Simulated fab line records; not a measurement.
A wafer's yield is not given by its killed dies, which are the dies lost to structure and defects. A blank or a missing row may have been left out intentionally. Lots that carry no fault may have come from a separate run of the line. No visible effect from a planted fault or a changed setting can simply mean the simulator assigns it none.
Comparing a struck lot with a sound one	flow gf180mcu	43 out of 602 route steps
Sound: the wafers L508.1, L508.2, L508.6. Wafers struck: L523.1, L523.4, L523.6. The cause is given at the end.
At each step with rows: each side's tool, then ch and its chambers, then its first start. Under that, the readings that differ: sound wafers	struck wafers	difference of the means	sigmas: that difference in standard deviations of wafers without a fault.
alike: same words and numbers on both sides, and readings whose means sit less than 2 such deviations apart. not compared: any withheld reading, any reading some wafer has no value for, any bound like >300 that may hide the same value, and any number with overlapping values for which the record gives no deviation.
A row with sigmas, a row that says differs or no value, or rows on one side alone: a step with any of these is where the two part. When numbers do not overlap yet have no deviation, they are printed without sigmas and do not part them. A reading missing from all wafers of one side parts the sides only when that side holds two or more wafers.

first, 2 steps without rows for these wafers: GF_LVPWELL_IMPLANT_08; GF_LVPWELL_IMPLANT_09.
GF_LVPWELL_STRIP_10: strips in O2/N2.
  sound on plasma_asher-03 ch 0,1, day 4 05:52; struck on plasma_asher-03 ch 0, day 7 15:49
  alike: chamber_pressure_mTorr, drypump_motor_current_A, heater_power_w, oes_product_au, strip_time_to_endpoint_s
  not compared: rf_hours_counter_h
GF_LVPWELL_TW_MEAS_11:
  sound on film_metro-04, day 4 05:58; struck on film_metro-04, day 7 15:55
  alike: LVPWELL_TW
then, 7 steps without rows for these wafers: GF_MVSD_DEHYDRATE_00 (time 60 s); GF_MVSD_HMDS_01 (prime time 60 s); GF_MVSD_COAT_02 (resist thk 3000 nm); GF_MVSD_SOFTBAKE_03; GF_MVSD_EXPOSE_04 (exposes mask MVSD, target cd 1000 nm); GF_MVSD_PEB_05; GF_MVSD_DEVELOP_06 (develop time 60 s).
GF_MVSD_OVL_MEAS_07:
  sound on overlay-02, day 4 19:59; struck on overlay-01, day 8 07:59
  alike: MVSD_OVL
GF_MVSD_IMPLANT_08:
  sound on implanter-02 ch 0, day 4 20:01; struck on implanter-02 ch 0, day 8 08:01
reading	sound	struck	difference	sigmas
dose_ions_cm2	1.6008e+13 1.5969e+13 1.5977e+13	5.935e+12 5.899e+12 5.926e+12	-1.006e+13	-99 or more
faraday_current_uA	91.0 92.2 93.4	33.1 33.1 33.4	-59.0	-33
following that, these wafers have no rows for 1 step: GF_MVSD_IMPLANT_09.
GF_MVSD_STRIP_10: strips in O2/N2.
  sound on plasma_asher-01 ch 0,1, day 4 20:19; struck on plasma_asher-04 ch 0,1, day 8 08:19
  alike: chamber_pressure_mTorr, drypump_motor_current_A, heater_power_w, oes_product_au, strip_time_to_endpoint_s
  not compared: rf_hours_counter_h
GF_MVSD_TW_MEAS_11:
  sound on film_metro-04, day 4 20:25; struck on film_metro-03, day 8 08:46
reading	sound	struck	difference	sigmas
MVSD_TW	1580 1584 1571	1227 1237 1221	-350	-35
  not compared: hold
then, 6 steps without rows for these wafers: GF_MVPSD_HMDS_01 (prime time 60 s); GF_MVPSD_COAT_02 (resist thk 3000 nm); GF_MVPSD_SOFTBAKE_03; GF_MVPSD_EXPOSE_04 (exposes mask MVPSD, target cd 1000 nm); GF_MVPSD_PEB_05; GF_MVPSD_DEVELOP_06 (develop time 60 s).
GF_MVPSD_OVL_MEAS_07:
  sound on overlay-01, day 5 10:47; struck on overlay-02, day 9 01:38
reading	sound	struck	difference	sigmas
MVPSD_OVL (nm)	-0.6 -1.5 -1.7	2.0 1.7 1.1	+2.9	+2
then, 2 steps without rows for these wafers: GF_MVPSD_IMPLANT_08; GF_MVPSD_IMPLANT_09.
GF_MVPSD_STRIP_10: strips in O2/N2.
  sound on plasma_asher-01 ch 0,1, day 5 11:07; struck on plasma_asher-01 ch 0, day 9 01:58
  alike: chamber_pressure_mTorr, drypump_motor_current_A, heater_power_w, oes_product_au, strip_time_to_endpoint_s
  not compared: rf_hours_counter_h
GF_MVPSD_TW_MEAS_11:
  sound on film_metro-01, day 5 11:13; struck on film_metro-03, day 9 02:04
  alike: MVPSD_TW
then, 7 steps without rows for these wafers: GF_VT_IMPLANT_DEHYDRATE_00 (time 60 s); GF_VT_IMPLANT_HMDS_01 (prime time 60 s); GF_VT_IMPLANT_COAT_02 (resist thk 1000 nm); GF_VT_IMPLANT_SOFTBAKE_03 (time 60 s); GF_VT_IMPLANT_EXPOSE_04 (exposes mask LVPWELL LV AREA, target cd 600 nm); GF_VT_IMPLANT_PEB_05; GF_VT_IMPLANT_DEVELOP_06 (develop time 60 s).
GF_VT_IMPLANT_OVL_MEAS_07:
  sound on overlay-02, day 6 01:49; struck on overlay-01, day 9 19:34
  alike: VT_IMPLANT_OVL
following that, these wafers have no rows for 1 step: GF_VT_IMPLANT_IMPLANT_08.
GF_VT_IMPLANT_STRIP_09: strips in O2/N2.
  sound on plasma_asher-02 ch 0,1, day 6 02:01; struck on plasma_asher-03 ch 0, day 9 19:45
reading	sound	struck	difference	sigmas
drypump_motor_current_A (A)	6.6 6.3 6.6	5.6 5.6 5.6	-0.9	-2
  alike: chamber_pressure_mTorr, heater_power_w, oes_product_au, strip_time_to_endpoint_s
  not compared: rf_hours_counter_h
GF_VT_IMPLANT_TW_MEAS_10:
  sound on film_metro-04, day 6 02:07; struck on film_metro-03, day 9 19:51
  alike: VT_IMPLANT_TW
then, 3 steps without rows for these wafers: GF_VT_IMPLANT_DEHYDRATE_11 (time 60 s); GF_VT_IMPLANT_HMDS_12 (prime time 60 s); GF_VT_IMPLANT_COAT_13 (resist thk 1000 nm).
-- the record jumps here: 2 days lie between the struck wafers' starts before and after --
GF_VT_IMPLANT_RS_MEAS_46: measures by four-point-probe.
  sound on film_metro-04, day 8 01:55; struck on film_metro-04, day 12 05:05
reading	sound	struck	difference	sigmas
MVSD_RS (ohm/sq)	456.1 455.6 455.6	746.2 743.7 745.6	+289.4	+99 or more
  not compared: hold
following that, these wafers have no rows for 1 step: GF_PASSIVATION_PROBE_99.

== WHERE THEY PART ==
At GF_MVSD_IMPLANT_08 first; at GF_VT_IMPLANT_RS_MEAS_46 last (within this record only).

WHY: what had been put in by the simulator
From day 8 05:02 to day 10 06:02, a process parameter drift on implanter-02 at GF_MVSD_IMPLANT_08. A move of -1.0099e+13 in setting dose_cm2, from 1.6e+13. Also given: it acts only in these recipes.
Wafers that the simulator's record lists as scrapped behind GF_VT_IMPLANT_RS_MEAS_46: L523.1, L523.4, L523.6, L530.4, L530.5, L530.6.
